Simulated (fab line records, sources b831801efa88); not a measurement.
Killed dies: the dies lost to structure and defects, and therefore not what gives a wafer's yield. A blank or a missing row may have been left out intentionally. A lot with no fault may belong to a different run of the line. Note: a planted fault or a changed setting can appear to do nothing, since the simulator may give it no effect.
fab line records	flow sky130
record: lots: 12	wafers: 36	lastDay: 50
route steps=708 shown NWELL@81 VT_ADJUST_HVTP@92 SONOS_ONO@168 LI_CONTACT@364
lots that met no fault: from a run of the same line without faults
startH: start of the lot's first displayed wafer, in hours after the record's first day	waitH: hours elapsed since this lot's preceding step	" same as the row above	L1.1+2: one row covering several wafers at once	- no value, or no start was given	* or withheld: withheld	< > ~ a bound
route shown NAME@n: NAME is a module with steps in the file, n the number in the route of the first one	usual: the fault-free wafers' mean and standard deviation	same: alike in all rows	chamber/n: place in a boat	sites: the reading at each site	_std_site: their standard deviation	_edge_site: the outer-site mean with the inner-site mean subtracted	radiusMm: how far each site lies from the wafer's centre	mask NAME#n: copy n	behind: the most recent tool/chamber to have shaped the wafer	hold: cause of the lot's hold/its duration in hours/its outcome	device: names the non-switching transistor (n, p or np)	end of line: the tests these same wafers got at the end of their route	a step given without rows: its recipe and nothing more	killed: at the first sort, the dies lost to defects and structure; wafer yield is something else	map: a wafer's dies, marking killed ones x, the rest . and places with no die _
set.NAME: setting as actually run; set.NAME@STEP: the setting as run at that earlier step	model.NAME: the simulator's own value behind a step, which no gauge read
steps of the route over a sample of lots; a table a step, a row a wafer
services: a tool's chamber out of use, with start hour (startH, from the record's first day; less than 0 if before it), hours out, and reason
== steps ==
step: SKY_NWELL_RTA_28
recipe: tempC: 1050	timeS: 30	idleTempC: 650	rampUpCPerS: 150	rampDownCPerS: 90	ambient: N2
usual: lampPowerPct: 25.30/0.048	wafer_temp_C_max: 1054.8/0.89
lot.wafer	tool	chamber	startH	waitH	lampPowerPct	wafer_temp_C_max
L857.3	rtpAnneal-01	0	118.61	0.1	25.30	1056.8
L857.4	"	0	"	"	25.26	1055.1
L857.5	"	0	"	"	25.33	1055.2
L861.1	rtpAnneal-01	0	131.59	0.0	25.29	1053.9
L861.3	"	0	"	"	25.29	1055.6
L861.5	"	0	"	"	25.25	1056.3
L864.3	rtpAnneal-01	0	144.93	0.0	25.20	1053.6
L864.4	"	0	"	"	25.32	1054.6
L864.6	"	0	"	"	25.29	1055.9
L865.1	rtpAnneal-02	0	153.89	0.0	25.27	1054.1
L865.2	"	0	"	"	25.36	1053.8
L865.5	"	0	"	"	25.30	1055.8
L868.2	rtpAnneal-02	0	169.78	0.0	25.25	1055.2
L868.3	"	0	"	"	25.39	1054.6
L868.6	"	0	"	"	25.38	1054.0
L869.2	rtpAnneal-01	0	174.77	0.0	25.32	1056.3
L869.4	"	0	"	"	25.30	1054.7
L869.6	"	0	"	"	25.33	1054.4
L870.1	rtpAnneal-02	0	187.25	0.0	25.29	1054.0
L870.2	"	0	"	"	25.33	1053.2
L870.4	"	0	"	"	25.33	1054.4
L872.2	rtpAnneal-01	0	212.63	0.0	25.37	1057.6
L872.4	"	0	"	"	25.30	1056.7
L872.6	"	0	"	"	25.31	1053.9
L876.1	rtpAnneal-02	0	225.89	0.0	25.32	1053.9
L876.3	"	0	"	"	25.32	1054.5
L876.6	"	0	"	"	25.35	1054.6
L877.2	rtpAnneal-01	0	228.76	0.0	25.33	1055.5
L877.3	"	0	"	"	25.25	1055.9
L877.6	"	0	"	"	25.27	1054.2
L878.3	rtpAnneal-02	0	242.47	0.0	25.30	1053.1
L878.4	"	0	"	"	25.31	1055.4
L878.5	"	0	"	"	25.35	1055.9
L880.1	rtpAnneal-02	0	251.85	0.0	25.20	1055.1
L880.2	"	0	"	"	25.27	1055.0
L880.6	"	0	"	"	25.22	1054.8
step: SKY_VT_ADJUST_HVTP_CD_MEAS_07
recipe: targetCdNm: 380
usual: cdNm: 380.9/2.1
lot.wafer	tool	chamber	startH	waitH	cdNm
L857.3	cdSem-01	-	136.15	0.1	382.6
L857.4	"	-	"	"	384.4
L857.5	"	-	"	"	381.9
L861.1	cdSem-01	-	150.21	0.1	381.4
L861.3	"	-	"	"	380.5
L861.5	"	-	"	"	380.2
L864.3	cdSem-02	-	165.88	0.1	378.7
L864.4	"	-	"	"	378.2
L864.6	"	-	"	"	379.7
L865.1	cdSem-02	-	173.69	0.1	381.8
L865.2	"	-	"	"	382.6
L865.5	"	-	"	"	383.6
L868.2	cdSem-01	-	190.84	0.1	379.4
L868.3	"	-	"	"	379.9
L868.6	"	-	"	"	379.9
L869.2	cdSem-01	-	196.28	0.1	381.7
L869.4	"	-	"	"	381.6
L869.6	"	-	"	"	379.8
L870.1	cdSem-02	-	210.06	0.1	379.0
L870.2	"	-	"	"	376.6
L870.4	"	-	"	"	379.1
L872.2	cdSem-01	-	235.99	0.1	381.3
L872.4	"	-	"	"	379.8
L872.6	"	-	"	"	380.4
L876.1	cdSem-01	-	249.37	0.1	377.9
L876.3	"	-	"	"	380.5
L876.6	"	-	"	"	378.0
L877.2	cdSem-02	-	252.69	0.1	380.8
L877.3	"	-	"	"	382.2
L877.6	"	-	"	"	382.1
L878.3	cdSem-02	-	267.20	0.1	384.3
L878.4	"	-	"	"	384.1
L878.5	"	-	"	"	383.5
L880.1	cdSem-01	-	276.72	0.1	375.9
L880.2	"	-	"	"	378.0
L880.6	"	-	"	"	377.1
step: SKY_SONOS_ONO_OXIDATION_00
recipe: tempC: 800	ambient: O2	idleTempC: 700	rampUpCPerMin: 10	rampDownCPerMin: 3	stabiliseS: 600	purgeS: 300	targetThkA: 26	oxTimeS: 1249
usual: rampDownCPerMin: 3.0000/0.00059	spikeTcCentreC: 801.5/1.8	spikeTcLowerC: 800.9/1.1	spikeTcUpperC: 800.2/1.1	tubeCenterTempC: 800/0.079	tube_center_temp_C_max: 802.0/0.33
same: stabiliseS: 600
lot.wafer	tool	chamber	startH	waitH	rampDownCPerMin	spikeTcCentreC	spikeTcLowerC	spikeTcUpperC	tubeCenterTempC	tube_center_temp_C_max
L857.3	furnace-02	0	272.65	0.3	2.9999	801.9	800.2	802.1	799.89	801.8
L857.4	"	0	"	"	2.9995	802.4	799.6	799.6	799.9	801.5
L857.5	"	0	"	"	2.9994	802.6	799.5	800.5	800.08	802.0
L861.1	furnace-01	0	286.44	0.9	2.9993	797.5	802.9	800.2	799.88	803.0
L861.3	"	0	"	"	3.0002	797.9	800.5	800.5	800	801.8
L861.5	"	0	"	"	2.9999	801.5	800.1	799.7	799.97	801.7
L864.3	furnace-01	0	307.56	1.8	2.9994	806.0	806.2	806.4	804.92	806.8
L864.4	"	0	"	"	3.0006	803.1	804.1	803.3	804.96	806.5
L864.6	"	0	"	"	3.0004	803.8	806.3	806.2	804.95	807.0
L865.1	furnace-01	0	318.47	0.1	3.0004	803.6	805.5	806.8	804.97	806.7
L865.2	"	0	"	"	2.9986	804.8	808.0	805.0	804.9	807.1
L865.5	"	0	"	"	3.0007	804.3	805.7	807.0	804.75	806.9
L868.2	furnace-01	0	338.09	1.1	3.0000	804.3	806.2	806.3	804.91	807.6
L868.3	"	0	"	"	3.0002	804.3	806.7	808.4	804.91	806.9
L868.6	"	0	"	"	3.0007	804.7	807.9	805.3	804.96	806.6
L869.2	furnace-02	0	346.88	1.1	3.0002	801.1	800.0	800.9	799.98	802.0
L869.4	"	0	"	"	2.9997	802.2	803.0	799.1	800.09	801.6
L869.6	"	0	"	"	2.9995	803.5	800.8	799.1	799.98	802.0
L870.1	furnace-02	0	363.61	0.0	3.0005	803.0	799.9	801.1	799.97	801.8
L870.2	"	0	"	"	2.9996	801.1	801.2	799.7	800.04	802.1
L870.4	"	0	"	"	2.9998	802.4	802.1	800.6	800.02	801.6
L872.2	furnace-02	0	392.98	0.1	2.9996	802.1	801.6	800.6	799.97	801.8
L872.4	"	0	"	"	2.9989	800.7	800.7	799.4	799.89	802.6
L872.6	"	0	"	"	2.9998	803.2	799.8	799.7	800.01	802.3
L876.1	furnace-01	0	414.09	3.1	3.0003	798.9	799.9	800.1	799.9	802.0
L876.3	"	0	"	"	3.0000	800.2	802.0	800.8	799.99	802.0
L876.6	"	0	"	"	3.0003	798.7	800.6	801.1	800.06	801.6
L877.2	furnace-02	0	418.37	2.9	3.0016	803.1	801.4	799.3	800.12	801.9
L877.3	"	0	"	"	2.9987	803.6	800.5	800.7	800.02	802.1
L877.6	"	0	"	"	2.9995	801.6	800.7	799.1	800.03	802.3
L878.3	furnace-02	0	436.22	4.0	2.9986	801.7	800.1	800.8	799.83	802.1
L878.4	"	0	"	"	2.9997	802.8	799.8	799.2	800.02	801.7
L878.5	"	0	"	"	2.9993	802.3	800.7	799.7	800.09	801.8
L880.1	furnace-01	0	444.62	0.9	2.9995	800.9	802.5	802.1	800.05	802.1
L880.2	"	0	"	"	3.0000	797.1	800.3	802.0	800.01	801.7
L880.6	"	0	"	"	3.0000	799.2	799.7	799.0	800.12	801.9
step: SKY_SONOS_ONO_THK_MEAS_01
recipe: reads: SiO2_of_SONOS_ONO_OXIDATION_00
usual: SONOS_ONO_OXIDATION_THK: 2.57/0.056
lot.wafer	tool	chamber	startH	waitH	SONOS_ONO_OXIDATION_THK[nm]
L857.3	filmMetro-03	-	274.02	0.0	2.64
L857.4	"	-	"	"	2.56
L857.5	"	-	"	"	2.67
L861.1	filmMetro-03	-	287.78	0.0	2.52
L861.3	"	-	"	"	2.52
L861.5	"	-	"	"	2.60
L864.3	filmMetro-01	-	308.93	0.0	2.66
L864.4	"	-	"	"	2.65
L864.6	"	-	"	"	2.68
L865.1	filmMetro-02	-	319.81	0.0	2.71
L865.2	"	-	"	"	2.76
L865.5	"	-	"	"	2.82
L868.2	filmMetro-03	-	339.44	0.0	2.75
L868.3	"	-	"	"	2.74
L868.6	"	-	"	"	2.77
L869.2	filmMetro-01	-	348.24	0.0	2.61
L869.4	"	-	"	"	2.59
L869.6	"	-	"	"	2.63
L870.1	filmMetro-03	-	364.96	0.0	2.54
L870.2	"	-	"	"	2.57
L870.4	"	-	"	"	2.56
L872.2	filmMetro-01	-	394.34	0.0	2.53
L872.4	"	-	"	"	2.57
L872.6	"	-	"	"	2.50
L876.1	filmMetro-02	-	415.44	0.0	2.49
L876.3	"	-	"	"	2.54
L876.6	"	-	"	"	2.57
L877.2	filmMetro-02	-	419.73	0.0	2.57
L877.3	"	-	"	"	2.49
L877.6	"	-	"	"	2.52
L878.3	filmMetro-02	-	437.59	0.0	2.57
L878.4	"	-	"	"	2.66
L878.5	"	-	"	"	2.53
L880.1	filmMetro-03	-	445.97	0.0	2.57
L880.2	"	-	"	"	2.56
L880.6	"	-	"	"	2.59
step: SKY_LI_CONTACT_CMP_02
recipe: material: PSG	downForcePsi: 4	platenRpm: 60	padVelocityMS: 0.94248
usual: motorCurrentA: 12.5/1.4	slurryFlowMlMin: 150.1/0.44	timeToEndpointS: 32/3.8
lot.wafer	tool	chamber	startH	waitH	motorCurrentA	slurryFlowMlMin	timeToEndpointS
L857.4	cmp-02	3	685.48	0.0	9.8	150.5	25
L857.3	"	0	"	"	10.7	149.8	32
L857.5	"	3	"	"	10.2	150.4	25
L861.1	cmp-02	1	687.64	0.1	12.5	150.4	31
L861.3	"	3	"	"	10.2	149.9	24
L861.5	"	1	"	"	12.5	150.2	33
L864.4	cmp-02	1	705.64	0.0	13.2	150.4	34
L864.3	"	3	"	"	10.4	150.4	25
L864.6	"	1	"	"	13.1	150.3	36
L865.2	cmp-02	1	718.55	0.0	12.2	149.4	32
L865.1	"	0	"	"	10.8	149.1	34
L865.5	"	2	"	"	14.4	149.9	31
L868.2	cmp-01	3	734.68	0.0	12.0	149.6	28
L868.3	"	0	"	"	12.5	149.7	31
L868.6	"	3	"	"	12.5	150.2	31
L869.2	cmp-02	1	758.84	0.1	12.3	149.9	37
L869.4	"	2	"	"	14.7	149.8	30
L869.6	"	0	"	"	11.2	149.6	35
L870.2	cmp-02	3	784.82	0.1	10.0	149.8	28
L870.1	"	0	"	"	10.8	151.2	39
L870.4	"	1	"	"	13.1	150.7	40
L872.2	cmp-01	1	791.89	0.1	14.0	150.2	33
L872.4	"	3	"	"	12.5	150.3	36
L872.6	"	0	"	"	12.0	150.2	43
L876.3	cmp-01	1	808.02	0.0	14.3	150.2	26
L876.1	"	2	"	"	12.7	150.6	31
L876.6	"	1	"	"	14.5	150.7	33
L877.2	cmp-02	2	814.62	0.1	14.1	150.7	32
L877.3	"	0	"	"	10.9	150.9	34
L877.6	"	1	"	"	13.4	149.6	37
L878.4	cmp-01	2	827.93	0.1	12.3	150.5	29
L878.3	"	3	"	"	12.3	150.3	33
L878.5	"	1	"	"	14.0	149.3	28
L880.1	cmp-02	1	836.74	0.1	11.9	150.3	33
L880.2	"	2	"	"	13.8	150.0	30
L880.6	"	2	"	"	14.6	150.0	31
== services ==
tool	chamber	startH	hours	kind
cmp-02	-	96.63	0.8	repair
cmp-02	-	139.33	6.5	pm
furnace-02	-	157.93	4.6	pm
cmp-02	-	161.11	0.8	repair
rtpAnneal-01	-	167.98	6.6	pm
rtpAnneal-02	-	178.92	3.4	pm
cmp-02	-	194.43	19.3	pm
furnace-01	-	240.92	2.6	pm
furnace-02	-	259.57	3.3	pm
furnace-01	-	266.79	3.0	pm
cmp-02	-	295.32	0.5	repair
cmp-02	-	331.53	2.3	repair
furnace-02	-	375.52	3.0	pm
cmp-02	-	404.22	4.0	pm
cmp-02	-	508.33	3.3	pm
cmp-02	-	566.63	1.3	repair
cmp-02	-	589.09	1.5	repair
cmp-02	-	604.07	6.3	pm
cmp-02	-	616.71	2.2	repair
cmp-02	-	625.96	0.4	repair
cmp-02	-	650.94	4.0	repair
cmp-02	-	744.22	4.0	pm
cmp-02	-	764.61	3.3	repair
cmp-02	-	780.28	3.7	repair
== key ==
firstSign: step: SKY_SONOS_ONO_OXIDATION_00	reading: tubeCenterTempC	direction: up	sigmas: 61	usual: *	struck: *
effect: step: SKY_SONOS_ONO_OXIDATION_00	reading: tube_center_temp_C_max	direction: up	sigmas: 15	usual: *	struck: *
effect: step: SKY_SONOS_ONO_THK_MEAS_01	reading: SONOS_ONO_OXIDATION_THK	direction: up	sigmas: 2.8	usual: 2.57	struck: 2.73
metAt SKY_SONOS_ONO_OXIDATION_00
struckLots L864,L865,L868
testerLeftOut L864,L865,L868
notActingAt SKY_NWELL_RTA_28,SKY_VT_ADJUST_HVTP_CD_MEAS_07,SKY_LI_CONTACT_CMP_02
onsetBetween 286.44 307.56
fault: kind: processParameterDrift	tool: furnace-01	chamber: -	onsetH: 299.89	steps: SKY_SONOS_ONO_OXIDATION_00	channel: tempC	offset: *	shape: step	endH: 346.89	actsIn: *	stated: *
testerLeftOut: of these lots the tester's yield and bins aren't shown, on N5 and GAA mostly nor the transistor test; their killed dies are dies lost to structure and defects alone, not to doping, threshold or leakage, so they don't give the yield
